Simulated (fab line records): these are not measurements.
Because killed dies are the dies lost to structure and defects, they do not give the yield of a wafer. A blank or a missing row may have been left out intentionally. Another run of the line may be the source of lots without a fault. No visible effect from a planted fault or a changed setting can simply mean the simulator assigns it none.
fab line records	flow gf180mcu
record: lots: 5	wafers: 15	last_day: 34
route steps=602 shown M4@460 V4@476
lots untouched by any fault: they come from a run of this same line in which no faults occurred
start_h: hours from the record's opening day to when the first of the lot's shown wafers began	wait_h: hours from the lot's prior step to this one	" identical to the entry in the row above	L1.1+2: one row covering several wafers at once	- no value present, or no start provided	* or withheld: withheld	< > ~ a bound
route shown NAME@n: a module of which the file shows steps, and the number in the route of the first	usual: average and standard deviation across the fault-free wafers	same: alike in all rows	chamber/n: place in a boat	sites: per-site readings	_std_site: the values' standard deviation	_edge_site: mean of outer sites minus mean of inner sites	radius_mm: for every site, how far away it sits from the centre of the wafer	mask NAME#n: copy n	behind: tool/chamber where the wafer was last shaped	hold: why the lot was held/for how many hours/how that ended	device: whichever transistor did not switch (one of n, p or np)	end of line: the route-end tests of the same wafers	a step given without rows: its recipe and nothing more	killed: dies that structure and defects cost at the first sort, which is not the same as the wafer's yield	map: dies across one wafer; x = killed, . = not, _ = none there
set.NAME: the setting as run; set.NAME@STEP: as run at that earlier step	model.NAME: the simulator's own value behind a step, which no gauge read
certain route steps with their lots: each step a table, each wafer a row
services: the hour from which a tool's chamber was out of use, counted from the record's first day as start_h (under 0 if before that day), plus the number of hours and why
== steps ==
step: GF_M4_SPUTTER_04
recipe: material: TiN	target_thk_nm: 50	power_w: 6500	time_s: 41.7	chamber_pressure_pa: 0.4
usual: chamber_pressure_pa: 0.4000/0.00078	throttle_valve_pct: 29.8/1
lot.wafer	tool	chamber	start_h	wait_h	chamber_pressure_pa	throttle_valve_pct
L074.1	pvd_sputter-01	-	515.01	0.0	0.4006	28.7
L074.3	"	-	"	"	0.3993	29.1
L074.5	"	-	"	"	0.4004	28.7
L077.2	pvd_sputter-01	-	534.86	0.0	0.3995	29.1
L077.5	"	-	"	"	0.3988	28.8
L077.6	"	-	"	"	0.3988	31.3
L079.1	pvd_sputter-02	-	561.74	0.0	0.3995	30.4
L079.2	"	-	"	"	0.3987	29.6
L079.3	"	-	"	"	0.3982	29.1
L080.1	pvd_sputter-02	-	569.98	0.0	0.4000	30.5
L080.3	"	-	"	"	0.4009	29.7
L080.6	"	-	"	"	0.4004	30.8
L096.1	pvd_sputter-01	-	680.68	0.0	0.4012	29.1
L096.4	"	-	"	"	0.3991	28.6
L096.6	"	-	"	"	0.3996	28.4
step: GF_M4_RS_MEAS_05
recipe: thk_meas_gauge: four-point-probe	reads: TiN_of_M4_SPUTTER_04+Ti_of_M4_SPUTTER_03+AlCu_of_M4_SPUTTER_02+TiN_of_M4_SPUTTER_01+Ti_of_M4_SPUTTER_00
usual: M4_ALCU_RS: 0.0693/0.00089
lot.wafer	tool	chamber	start_h	wait_h	M4_ALCU_RS[ohm/sq]
L074.1	film_metro-02	-	515.05	0.0	0.0695
L074.3	"	-	"	"	0.0700
L074.5	"	-	"	"	0.0692
L077.2	film_metro-02	-	534.92	0.0	0.0706
L077.5	"	-	"	"	0.0696
L077.6	"	-	"	"	0.0704
L079.1	film_metro-04	-	561.78	0.0	0.0677
L079.2	"	-	"	"	0.0686
L079.3	"	-	"	"	0.0676
L080.1	film_metro-04	-	570.02	0.0	0.0696
L080.3	"	-	"	"	0.0702
L080.6	"	-	"	"	0.0692
L096.1	film_metro-01	-	680.72	0.0	0.0693
L096.4	"	-	"	"	0.0691
L096.6	"	-	"	"	0.0685
step: GF_M4_THK_MEAS_06
recipe: thk_meas_gauge: xrf	reads: AlCu_of_M4_SPUTTER_02
usual: M4_ALCU_THK: 446/5.9
lot.wafer	tool	chamber	start_h	wait_h	M4_ALCU_THK[nm]
L074.1	film_metro-02	-	515.17	0.1	445
L074.3	"	-	"	"	439
L074.5	"	-	"	"	447
L077.2	film_metro-02	-	535.03	0.1	435
L077.5	"	-	"	"	447
L077.6	"	-	"	"	436
L079.1	film_metro-04	-	561.90	0.1	455
L079.2	"	-	"	"	453
L079.3	"	-	"	"	457
L080.1	film_metro-04	-	570.14	0.1	446
L080.3	"	-	"	"	439
L080.6	"	-	"	"	448
L096.1	film_metro-01	-	680.84	0.1	447
L096.4	"	-	"	"	452
L096.6	"	-	"	"	455
step: GF_M4_DEHYDRATE_07
recipe: temp_c: 200	time_s: 60
lot.wafer	tool	chamber	start_h	wait_h
L074.1+3+5	litho_track-04	0	526.27	11.1
L077.2+5+6	litho_track-02	0	546.26	11.2
L079.1+2+3	litho_track-03	0	572.14	10.2
L080.1+3+6	litho_track-02	0	579.64	9.5
L096.1+4+6	litho_track-03	0	689.34	8.5
step: GF_M4_HMDS_08
recipe: prime_time_s: 60	prime_temp_c: 120
same: prime_time_s: 60
lot.wafer	tool	chamber	start_h	wait_h
L074.1+3+5	litho_track-04	0	526.42	0.1
L077.2+5+6	litho_track-02	0	546.41	0.1
L079.1+2+3	litho_track-03	0	572.29	0.1
L080.1+3+6	litho_track-02	0	579.79	0.1
L096.1+4+6	litho_track-03	0	689.49	0.1
step: GF_M4_COAT_09
recipe: resist: KrF	spin_rpm: withheld	resist_thk_nm: 1000
lot.wafer	tool	chamber	start_h	wait_h
L074.1+3+5	litho_track-04	0	526.57	0.1
L077.2+5+6	litho_track-02	0	546.56	0.1
L079.1+2+3	litho_track-03	0	572.44	0.1
L080.1+3+6	litho_track-02	0	579.94	0.1
L096.1+4+6	litho_track-03	0	689.64	0.1
step: GF_M4_SOFTBAKE_10
recipe: temp_c: 130	time_s: 60	resist: KrF
lot.wafer	tool	chamber	start_h	wait_h
L074.1+3+5	litho_track-04	0	526.72	0.1
L077.2+5+6	litho_track-02	0	546.71	0.1
L079.1+2+3	litho_track-03	0	572.59	0.1
L080.1+3+6	litho_track-02	0	580.09	0.1
L096.1+4+6	litho_track-03	0	689.79	0.1
step: GF_M4_EXPOSE_11
recipe: mask_id: Metal4	target_cd_nm: 280	na: 0.68	source_shape: conventional	sigma_outer: 0.6	dose_mj: 28
lot.wafer	tool	chamber	start_h	wait_h	mask
L074.1+3+5	krf_scanner-01	0	-	-	Metal4#0
L077.2+5+6	krf_scanner-02	0	-	-	Metal4#0
L079.1+2+3	krf_scanner-01	0	-	-	Metal4#0
L080.1+3+6	krf_scanner-02	0	-	-	Metal4#0
L096.1+4+6	krf_scanner-02	0	-	-	Metal4#0
step: GF_M4_PEB_12
recipe: peb_temp_c: 135	peb_time_s: 90	resist: KrF
lot.wafer	tool	chamber	start_h	wait_h
L074.1+3+5	litho_track-04	0	-	-
L077.2+5+6	litho_track-02	0	-	-
L079.1+2+3	litho_track-03	0	-	-
L080.1+3+6	litho_track-02	0	-	-
L096.1+4+6	litho_track-02	0	-	-
step: GF_M4_DEVELOP_13
recipe: develop_time_s: 60	dev_temp_c: 21
lot.wafer	tool	chamber	start_h	wait_h
L074.1+3+5	litho_track-04	0	537.77	0.2
L077.2+5+6	litho_track-02	0	557.21	0.2
L079.1+2+3	litho_track-03	0	583.29	0.2
L080.1+3+6	litho_track-02	0	590.79	0.2
L096.1+4+6	litho_track-02	0	699.28	0.2
step: GF_M4_CD_MEAS_14
recipe: target_cd_nm: 280
usual: cd_nm: 280.4/1.3
lot.wafer	tool	chamber	start_h	wait_h	cd_nm
L074.1	cd_sem-01	-	537.92	0.1	278.8
L074.3	"	-	"	"	278.7
L074.5	"	-	"	"	278.4
L077.2	cd_sem-02	-	557.36	0.1	280.1
L077.5	"	-	"	"	281.1
L077.6	"	-	"	"	280.1
L079.1	cd_sem-01	-	583.44	0.1	280.9
L079.2	"	-	"	"	281.5
L079.3	"	-	"	"	281.4
L080.1	cd_sem-02	-	590.94	0.1	279.8
L080.3	"	-	"	"	279.5
L080.6	"	-	"	"	280.2
L096.1	cd_sem-02	-	699.43	0.1	279.0
L096.4	"	-	"	"	279.3
L096.6	"	-	"	"	278.2
step: GF_M4_OVL_MEAS_15
usual: M4_OVL: -1/5.3
lot.wafer	tool	chamber	start_h	wait_h	M4_OVL[nm]
L074.1	overlay-01	-	538.04	0.1	-5
L074.3	"	-	"	"	-4
L074.5	"	-	"	"	-2
L077.2	overlay-02	-	557.46	0.1	4
L077.5	"	-	"	"	-1
L077.6	"	-	"	"	3
L079.1	overlay-02	-	583.56	0.1	-7
L079.2	"	-	"	"	-3
L079.3	"	-	"	"	-9
L080.1	overlay-01	-	591.06	0.1	-9
L080.3	"	-	"	"	-1
L080.6	"	-	"	"	-6
L096.1	overlay-01	-	699.55	0.1	-10
L096.4	"	-	"	"	-5
L096.6	"	-	"	"	-8
step: GF_M4_METAL_ETCH_16
recipe: chemistry: Cl2/BCl3	mask_material: KrF	target_depth_nm: 627.5	stop_on: SiO2	pressure_mtorr: 8	icp_w: 800	bias_w: 140	Cl2_flow_sccm: 80	bcl3_flow_sccm: 40	time_s: 104.6
usual: drypump_motor_current_A: 6.0/0.31	oes_product_au: 0.974/0.0071	rf_fwd_power_W: 794.5/2.6	throttle_valve_pct: 28.249/0.011
lot.wafer	tool	chamber	start_h	wait_h	drypump_motor_current_A	oes_product_au	rf_fwd_power_W	rf_hours_counter_h	throttle_valve_pct
L074.1	rie_metal-03	1	538.08	0.0	5.8	0.973	795.5	4	28.258
L074.3	"	1	"	"	5.8	0.973	795.4	-	28.244
L074.5	"	0	"	"	6.2	0.975	794.8	-	28.241
L077.2	rie_metal-04	1	557.49	0.0	6.6	0.965	799.1	3	28.261
L077.5	"	1	"	"	6.6	0.969	798.9	-	28.268
L077.6	"	0	"	"	5.6	0.965	791.6	-	28.271
L079.1	rie_metal-04	1	583.59	0.0	6.5	0.976	792.7	3	28.241
L079.2	"	0	"	"	5.6	0.976	794.4	2	28.252
L079.3	"	0	"	"	5.6	0.988	797.9	-	28.231
L080.1	rie_metal-04	1	591.09	0.0	6.6	0.968	789.4	4	28.242
L080.3	"	1	"	"	6.6	0.969	789.0	-	28.275
L080.6	"	0	"	"	5.6	0.966	792.4	-	28.253
L096.1	rie_metal-02	0	699.59	0.0	5.8	0.978	797.0	2	28.253
L096.4	"	0	"	"	5.8	0.980	793.7	-	28.236
L096.6	"	0	"	"	5.8	0.978	798.5	-	28.246
step: GF_M4_STRIP_17
recipe: chemistry: O2/N2	power_w: 1400	pressure_mtorr: 1500	platen_temp_c: 250	o2_flow_sccm: 3000	n2_flow_sccm: 300	overash_fraction: 0.5
usual: drypump_motor_current_A: 5.4/0.64	heater_power_w: 336/36	oes_product_au: 0.557/0.0054	strip_time_to_endpoint_s: 7.87/0.042
lot.wafer	tool	chamber	start_h	wait_h	drypump_motor_current_A	heater_power_w	oes_product_au	rf_hours_counter_h	strip_time_to_endpoint_s
L074.1	plasma_asher-04	1	538.19	0.1	6.5	341	0.559	65	7.90
L074.3	"	1	"	"	6.5	332	0.559	-	7.90
L074.5	"	1	"	"	6.5	328	0.556	-	7.92
L077.2	plasma_asher-04	0	557.60	0.1	5.0	279	0.555	67	7.90
L077.5	"	1	"	"	6.5	335	0.560	-	7.90
L077.6	"	0	"	"	5.0	283	0.559	-	7.87
L079.1	plasma_asher-01	0	583.70	0.1	4.9	338	0.553	54	7.87
L079.2	"	1	"	"	6.0	365	0.566	54	7.85
L079.3	"	1	"	"	6.0	348	0.554	-	7.87
L080.1	plasma_asher-01	0	591.20	0.1	4.9	343	0.549	54	7.91
L080.3	"	1	"	"	6.1	358	0.555	-	7.89
L080.6	"	0	"	"	4.9	332	0.551	-	7.88
L096.1	plasma_asher-04	1	699.81	0.2	6.5	333	0.562	81	7.86
L096.4	"	1	"	"	6.5	341	0.554	-	7.86
L096.6	"	0	"	"	5.0	281	0.558	-	7.88
step: GF_M4_STRIP_18
recipe: chemistry: post_etch_residue_remover	time_s: 1200	temp_c: 72.5
lot.wafer	tool	chamber	start_h	wait_h
L074.1+3+5	wet_bench-04	1	538.29	0.1
L077.2+5+6	wet_bench-01	3	557.70	0.1
L079.1+2+3	wet_bench-01	3	583.80	0.1
L080.1+3+6	wet_bench-01	0	591.30	0.1
L096.1+4+6	wet_bench-02	1	699.91	0.1
step: GF_M4_CLEAN_19
recipe: chemistry: DIW	dry: n2_spin
lot.wafer	tool	chamber	start_h	wait_h
L074.1+3+5	wet_bench-01	3	538.63	0.0
L077.2+5+6	wet_bench-02	2	558.08	0.0
L079.1+2+3	wet_bench-02	1	584.15	0.0
L080.1+3+6	wet_bench-02	0	591.65	0.0
L096.1+4+6	wet_bench-04	1	700.26	0.0
step: GF_V4_CVD_00
recipe: material: SiO2	target_thk_nm: 600	sigma_open_frac: 0.3	temp_c: 400	time_s: 100	sih4_flow_sccm: 60	pressure_mtorr: 6
usual: pressure_mtorr: 6.001/0.012
lot.wafer	tool	chamber	start_h	wait_h	pressure_mtorr
L074.1	hdpcvd-02	1	538.83	0.0	6.006
L074.3	"	0	"	"	6.007
L074.5	"	2	"	"	6.006
L077.2	hdpcvd-01	1	558.17	0.0	6.003
L077.5	"	0	"	"	5.999
L077.6	"	2	"	"	6.000
L079.1	hdpcvd-01	0	584.24	0.0	5.990
L079.2	"	2	"	"	5.998
L079.3	"	1	"	"	6.014
L080.1	hdpcvd-02	0	591.83	0.0	6.023
L080.3	"	1	"	"	5.995
L080.6	"	0	"	"	6.036
L096.1	hdpcvd-01	0	700.35	0.0	5.995
L096.4	"	1	"	"	5.988
L096.6	"	2	"	"	6.017
step: GF_V4_THK_MEAS_01
recipe: reads: SiO2_of_V4_CVD_00
usual: V4_CVD_00_THK: 601/7
lot.wafer	tool	chamber	start_h	wait_h	V4_CVD_00_THK[nm]
L074.1	film_metro-02	-	538.91	0.0	590
L074.3	"	-	"	"	596
L074.5	"	-	"	"	595
L077.2	film_metro-03	-	558.25	0.0	610
L077.5	"	-	"	"	606
L077.6	"	-	"	"	603
L079.1	film_metro-04	-	584.31	0.0	600
L079.2	"	-	"	"	597
L079.3	"	-	"	"	604
L080.1	film_metro-04	-	591.90	0.0	610
L080.3	"	-	"	"	617
L080.6	"	-	"	"	600
L096.1	film_metro-04	-	700.42	0.0	595
L096.4	"	-	"	"	596
L096.6	"	-	"	"	590
step: GF_V4_CVD_02
recipe: material: SiO2	target_thk_nm: 850	precursor: TEOS	temp_c: 400	time_s: 94.851	rf_w: 600
usual: heater_power_w: 686/120	rf_fwd_power_W: 596.0/2.3
lot.wafer	tool	chamber	start_h	wait_h	heater_power_w	rf_fwd_power_W
L074.1	pecvd-04	1	538.97	0.1	521	597.4
L074.3	"	2	"	"	502	595.0
L074.5	"	1	"	"	405	599.2
L077.2	pecvd-01	0	558.30	0.0	855	598.3
L077.5	"	1	"	"	736	594.6
L077.6	"	0	"	"	843	598.5
L079.1	pecvd-01	0	584.37	0.1	757	601.2
L079.2	"	1	"	"	720	596.3
L079.3	"	2	"	"	736	594.5
L080.1	pecvd-02	1	591.96	0.1	868	599.8
L080.3	"	2	"	"	758	593.8
L080.6	"	2	"	"	810	593.1
L096.1	pecvd-04	2	700.48	0.1	633	592.8
L096.4	"	1	"	"	402	596.5
L096.6	"	2	"	"	486	593.0
step: GF_V4_THK_MEAS_03
recipe: reads: SiO2_of_V4_CVD_02
usual: V4_CVD_02_THK: 854/10
lot.wafer	tool	chamber	start_h	wait_h	V4_CVD_02_THK[nm]
L074.1	film_metro-04	-	539.04	0.0	852
L074.3	"	-	"	"	851
L074.5	"	-	"	"	870
L077.2	film_metro-03	-	558.38	0.0	844
L077.5	"	-	"	"	855
L077.6	"	-	"	"	861
L079.1	film_metro-02	-	584.44	0.0	844
L079.2	"	-	"	"	843
L079.3	"	-	"	"	833
L080.1	film_metro-02	-	592.03	0.0	849
L080.3	"	-	"	"	849
L080.6	"	-	"	"	865
L096.1	film_metro-02	-	700.55	0.0	847
L096.4	"	-	"	"	853
L096.6	"	-	"	"	851
step: GF_V4_CMP_04
recipe: material: SiO2	down_force_psi: 4	platen_rpm: 60	pad_velocity_m_s: 0.94248
usual: motor_current_A: 12.3/1	time_to_endpoint_s: 84/5.8
lot.wafer	tool	chamber	start_h	wait_h	motor_current_A	time_to_endpoint_s
L074.3	cmp-02	2	539.15	0.1	11.7	84
L074.1	"	3	"	"	12.4	78
L074.5	"	2	"	"	10.8	92
L077.2	cmp-01	3	558.48	0.1	13.3	85
L077.5	"	2	"	"	12.5	93
L077.6	"	3	"	"	13.1	90
L079.1	cmp-01	0	584.50	0.1	11.5	83
L079.3	"	1	"	"	11.0	75
L079.2	"	2	"	"	12.7	81
L080.1	cmp-02	2	592.14	0.1	11.1	82
L080.3	"	0	"	"	11.7	75
L080.6	"	1	"	"	13.9	80
L096.4	cmp-02	0	700.66	0.1	11.0	83
L096.1	"	1	"	"	13.4	81
L096.6	"	0	"	"	11.4	80
step: GF_V4_BOW_MEAS_05
recipe: mode: bow
usual: V4_BOW: 136/8.6
lot.wafer	tool	chamber	start_h	wait_h	V4_BOW[um]
L074.1	film_metro-04	-	539.40	0.1	128
L074.3	"	-	"	"	127
L074.5	"	-	"	"	121
L077.2	film_metro-02	-	558.75	0.2	145
L077.5	"	-	"	"	134
L077.6	"	-	"	"	141
L079.1	film_metro-03	-	584.80	0.2	139
L079.2	"	-	"	"	138
L079.3	"	-	"	"	138
L080.1	film_metro-03	-	592.39	0.2	144
L080.3	"	-	"	"	136
L080.6	"	-	"	"	141
L096.1	film_metro-03	-	700.91	0.1	134
L096.4	"	-	"	"	126
L096.6	"	-	"	"	126
step: GF_V4_DEHYDRATE_06
recipe: temp_c: 200	time_s: 60
lot.wafer	tool	chamber	start_h	wait_h
L074.1+3+5	litho_track-02	0	549.84	10.4
L077.2+5+6	litho_track-02	0	569.26	10.5
L079.1+2+3	litho_track-04	0	594.82	10.0
L080.1+3+6	litho_track-04	0	601.72	9.3
L096.1+4+6	litho_track-02	0	709.48	8.6
step: GF_V4_HMDS_07
recipe: prime_time_s: 60	prime_temp_c: 120
same: prime_time_s: 60
lot.wafer	tool	chamber	start_h	wait_h
L074.1+3+5	litho_track-02	0	549.99	0.1
L077.2+5+6	litho_track-02	0	569.41	0.1
L079.1+2+3	litho_track-04	0	594.97	0.1
L080.1+3+6	litho_track-04	0	601.87	0.1
L096.1+4+6	litho_track-02	0	709.63	0.1
step: GF_V4_COAT_08
recipe: resist: BARC	temp_c: withheld	time_s: withheld	spin_rpm: withheld	resist_thk_nm: withheld
lot.wafer	tool	chamber	start_h	wait_h
L074.1+3+5	litho_track-02	0	550.14	0.1
L077.2+5+6	litho_track-02	0	569.56	0.1
L079.1+2+3	litho_track-04	0	595.12	0.1
L080.1+3+6	litho_track-04	0	602.02	0.1
L096.1+4+6	litho_track-02	0	709.78	0.1
step: GF_V4_COAT_09
recipe: resist: KrF	spin_rpm: withheld	resist_thk_nm: 1000
lot.wafer	tool	chamber	start_h	wait_h
L074.1+3+5	litho_track-02	0	-	-
L077.2+5+6	litho_track-02	0	-	-
L079.1+2+3	litho_track-04	0	-	-
L080.1+3+6	litho_track-04	0	-	-
L096.1+4+6	litho_track-02	0	-	-
step: GF_V4_SOFTBAKE_10
recipe: temp_c: 130	time_s: 60	resist: KrF
lot.wafer	tool	chamber	start_h	wait_h
L074.1+3+5	litho_track-02	0	-	-
L077.2+5+6	litho_track-02	0	-	-
L079.1+2+3	litho_track-04	0	-	-
L080.1+3+6	litho_track-04	0	-	-
L096.1+4+6	litho_track-02	0	-	-
step: GF_V4_EXPOSE_11
recipe: mask_id: Via4	target_cd_nm: 260	na: 0.68	source_shape: conventional	sigma_outer: 0.6	dose_mj: 38
lot.wafer	tool	chamber	start_h	wait_h	mask
L074.1+3+5	krf_scanner-01	0	-	-	Via4#0
L077.2+5+6	krf_scanner-02	0	-	-	Via4#0
L079.1+2+3	krf_scanner-02	0	-	-	Via4#0
L080.1+3+6	krf_scanner-01	0	-	-	Via4#0
L096.1+4+6	krf_scanner-01	0	-	-	Via4#0
== services ==
tool	chamber	start_h	hours	kind
krf_scanner-02	-	505.25	1.0	pm
pvd_sputter-01	-	511.19	0.5	repair
krf_scanner-01	-	512.59	1.3	pm
pvd_sputter-02	-	522.77	19.7	repair
pvd_sputter-01	-	525.32	2.4	repair
krf_scanner-02	-	538.77	1.3	pm
hdpcvd-01	-	539.25	15.0	pm
krf_scanner-02	-	540.07	0.8	pm
krf_scanner-01	-	547.61	0.8	pm
cmp-02	-	575.54	4.4	repair
krf_scanner-01	-	587.74	1.0	pm
krf_scanner-01	-	628.69	0.3	repair
rie_metal-04	0	634.19	2.1	repair
krf_scanner-02	-	636.83	0.6	repair
cmp-02	-	645.14	1.1	repair
krf_scanner-02	-	647.83	4.4	pm
krf_scanner-02	-	674.21	1.0	pm
rie_metal-04	0	684.36	22.2	repair
krf_scanner-01	-	688.49	1.3	pm
plasma_asher-04	-	692.81	6.7	repair
cmp-02	-	695.67	3.2	repair
rie_metal-04	-	697.30	1.0	repair
rie_metal-04	1	703.09	1.1	repair
krf_scanner-02	-	708.12	0.8	pm
== key ==
fault none
